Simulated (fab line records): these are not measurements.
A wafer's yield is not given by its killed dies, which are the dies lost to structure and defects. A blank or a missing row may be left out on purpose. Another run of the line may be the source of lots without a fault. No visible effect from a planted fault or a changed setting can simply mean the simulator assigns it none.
Which tool was responsible? ; flow sky130 ; 33 wafers from 11 lots sampled at 5 of the route's 708 steps

## WHAT THE GAUGES SHOWED, per wafer
The record lacks any reading of a measuring or inspecting step that a usual standard deviation could be used to judge.

## EACH LOT AND THE TOOL THAT RAN IT (in order: tool; ch and the chambers of the sampled wafers; start)
lot;SKY_METAL4_SPUTTER_02;SKY_VIA4_CMP_21;SKY_METAL5_SPUTTER_01;SKY_METAL5_SPUTTER_03;SKY_PAD_OPEN_PROBE_99
L675;pvd_sputter-01, day 40 05:11;cmp-01 ch 0,1,2, day 43 07:53;pvd_sputter-01, day 43 08:06;pvd_sputter-01, day 43 08:11;-
L677;pvd_sputter-02, day 40 18:05;cmp-02 ch 0,1,2, day 43 19:36;pvd_sputter-03, day 43 19:55;pvd_sputter-03, day 43 20:00;-
L678;pvd_sputter-04, day 41 03:08;cmp-02 ch 0,1, day 44 05:38;pvd_sputter-04, day 44 05:57;pvd_sputter-04, day 44 06:01;-
L681;pvd_sputter-04, day 41 17:10;cmp-01 ch 1,2,3, day 44 18:43;pvd_sputter-04, day 44 18:59;pvd_sputter-04, day 44 19:04;-
L682;pvd_sputter-02, day 41 20:05;cmp-01 ch 0,2, day 44 19:55;pvd_sputter-03, day 44 20:14;pvd_sputter-03, day 44 20:19;prober-01, day 47 14:53
L684;pvd_sputter-01, day 42 11:43;cmp-01 ch 1,3, day 45 11:01;pvd_sputter-04, day 45 11:20;pvd_sputter-04, day 45 11:25;prober-01, day 48 04:23
L687;pvd_sputter-04, day 43 09:56;cmp-02 ch 0,2,3, day 46 07:58;pvd_sputter-01, day 46 08:14;pvd_sputter-01, day 46 08:19;-
L688;pvd_sputter-01, day 43 17:52;cmp-02 ch 0,1,3, day 46 16:06;pvd_sputter-01, day 46 16:25;pvd_sputter-01, day 46 16:30;prober-01, day 49 05:18
L696;pvd_sputter-04, day 45 12:57;cmp-02 ch 1,2,3, day 48 06:01;pvd_sputter-04, day 48 06:17;pvd_sputter-04, day 48 06:22;prober-02, day 50 13:58
L697;pvd_sputter-02, day 45 18:40;cmp-01 ch 2,3, day 48 10:22;pvd_sputter-01, day 48 10:41;pvd_sputter-01, day 48 10:46;-
L698;pvd_sputter-04, day 45 20:07;cmp-02 ch 2,3, day 48 12:50;pvd_sputter-01, day 48 13:09;pvd_sputter-01, day 48 13:14;-
- SKY_METAL4_SPUTTER_02: material AlCu, target thk 735 nm, time 39.1 s.
- SKY_VIA4_CMP_21: polishes, stops on SiO2, t overpolish 25 s, target thk 0 nm.
- SKY_METAL5_SPUTTER_01: material TiN, target thk 20 nm, time 16.7 s.
- SKY_METAL5_SPUTTER_03: material Ti, target thk 5 nm, time 3.3 s.
- SKY_PAD_OPEN_PROBE_99

## WHAT THE TOOLS THEMSELVES READ (means of the sampled wafers that have a number; where no wafer has one, the mark that the record gives instead)
SKY_METAL4_SPUTTER_02.
lot;tool;cathode_dc_power_W (W);chamber_pressure_pa (Pa);throttle_valve_pct (%)
L675;pvd_sputter-01;10308;0.3994;31.0
L677;pvd_sputter-02;10309;0.4004;29.0
L678;pvd_sputter-04;10309;0.4008;30.9
L681;pvd_sputter-04;10311;0.3994;30.9
L682;pvd_sputter-02;10313;0.4000;29.1
L684;pvd_sputter-01;10311;0.3997;30.0
L687;pvd_sputter-04;10309;0.4006;31.0
L688;pvd_sputter-01;10312;0.4008;30.8
L696;pvd_sputter-04;10309;0.4000;30.7
L697;pvd_sputter-02;10310;0.4002;30.1
L698;pvd_sputter-04;10311;0.4002;30.3

SKY_VIA4_CMP_21.
lot;tool;motor_current_A (A);overpolish_run_s (s);retaining_ring_pressure_frac;time_to_endpoint_s (s)
L675;cmp-01;10.5;25.006;1.003;122
L677;cmp-02;10.5;25.003;1.003;119
L678;cmp-02;11.5;25.002;1.004;130
L681;cmp-01;11.9;25.009;0.999;123
L682;cmp-01;10.5;25.001;1.006;131
L684;cmp-01;11.6;25.006;1.002;121
L687;cmp-02;10.3;24.998;1.000;123
L688;cmp-02;10.3;24.997;1.000;127
L696;cmp-02;10.6;25.002;0.999;123
L697;cmp-01;11.4;25.003;0.994;124
L698;cmp-02;10.1;24.993;1.001;122

SKY_METAL5_SPUTTER_01.
lot;tool;cathode_dc_power_W (W);chamber_pressure_pa (Pa);throttle_valve_pct (%)
L675;pvd_sputter-01;6499.8;0.3996;30.9
L677;pvd_sputter-03;6500.4;0.3994;29.9
L678;pvd_sputter-04;6499.9;0.3998;30.0
L681;pvd_sputter-04;6499.6;0.4000;30.7
L682;pvd_sputter-03;6498.8;0.4000;30.3
L684;pvd_sputter-04;6501.5;0.3996;31.1
L687;pvd_sputter-01;6500.1;0.4011;30.3
L688;pvd_sputter-01;6500.1;0.4002;30.4
L696;pvd_sputter-04;-;-;-
L697;pvd_sputter-01;-;-;-
L698;pvd_sputter-01;6501.1;0.3994;31.0

SKY_METAL5_SPUTTER_03.
lot;tool;cathode_dc_power_W (W);chamber_pressure_pa (Pa);throttle_valve_pct (%)
L675;pvd_sputter-01;2999.2;0.4003;30.7
L677;pvd_sputter-03;3000.3;0.4002;29.9
L678;pvd_sputter-04;3000.3;0.4011;30.0
L681;pvd_sputter-04;2999.9;0.3995;30.5
L682;pvd_sputter-03;3000.3;0.4001;30.3
L684;pvd_sputter-04;3000.5;0.3995;31.0
L687;pvd_sputter-01;3000.5;0.4004;30.3
L688;pvd_sputter-01;2999.4;0.3988;30.4
L696;pvd_sputter-04;3000.4;0.3987;30.6
L697;pvd_sputter-01;3000.1;0.3993;30.4
L698;pvd_sputter-01;2999.9;0.4000;30.8

SKY_PAD_OPEN_PROBE_99.
lot;tool;defect_limited_yield (%);killed_at_M0_to_M3;killed_at_M4_up;killed_at_contacts;killed_at_front_end;killed_at_other;killed_dies;killed_open;killed_short;sort_bin_3_pad_short (%);sort_bin_5_function (%);sort_bin_6_memory (%);sort_n_pass;sort_yield_pct (%)
L682;prober-01;82.6;42;4.0;23;15;1.3;85;47;38;0.9;10.0;6.4;407;82.6
L684;prober-01;83.3;49;2.0;19;12;0.0;82;46;36;0.9;9.3;6.6;410;83.3
L688;prober-01;80.7;50;2.3;27;15;0.0;95;50;45;1.1;11.4;6.8;397;80.7
L696;prober-02;83.8;39;1.7;20;18;0.3;80;40;40;0.9;9.4;5.9;412;83.8

## THE ANSWER, worked out from the rows above alone
Rule: usual is defined by the lots themselves. The widest of any qualifying gaps counts: lots, ordered by their means at a reading, are off when they make up no more than a third of the lots, leave a main group of 4 or more, and stand apart from it by 3 or more times the standard deviation of that group's means. A main group whose means are all the same, to the digits that the tables above print for the reading, isn't used. Also off: a lot with no number at a reading for which 4 or more lots have one. All remaining lots with rows at the step are treated as sound. First the gauges in route order, then the tools' own readings, where a lot's mean is used as printed above. The first step at which some lot is off is used, and at that step the reading that is off furthest; a lot without a number counts as furthest.
Off: L696, L697, at SKY_METAL5_SPUTTER_01 (cathode_dc_power_W). Without a number there: L696, L697. Mean 6500.1 W and standard deviation 0.75 in the main group.
If a tool, at that step or one of the process steps before it, ran each lot that is off and ran no sound lot following the first of them, it fits. No candidate that was tried fits.

## WHAT THE SIMULATOR HAD INSERTED
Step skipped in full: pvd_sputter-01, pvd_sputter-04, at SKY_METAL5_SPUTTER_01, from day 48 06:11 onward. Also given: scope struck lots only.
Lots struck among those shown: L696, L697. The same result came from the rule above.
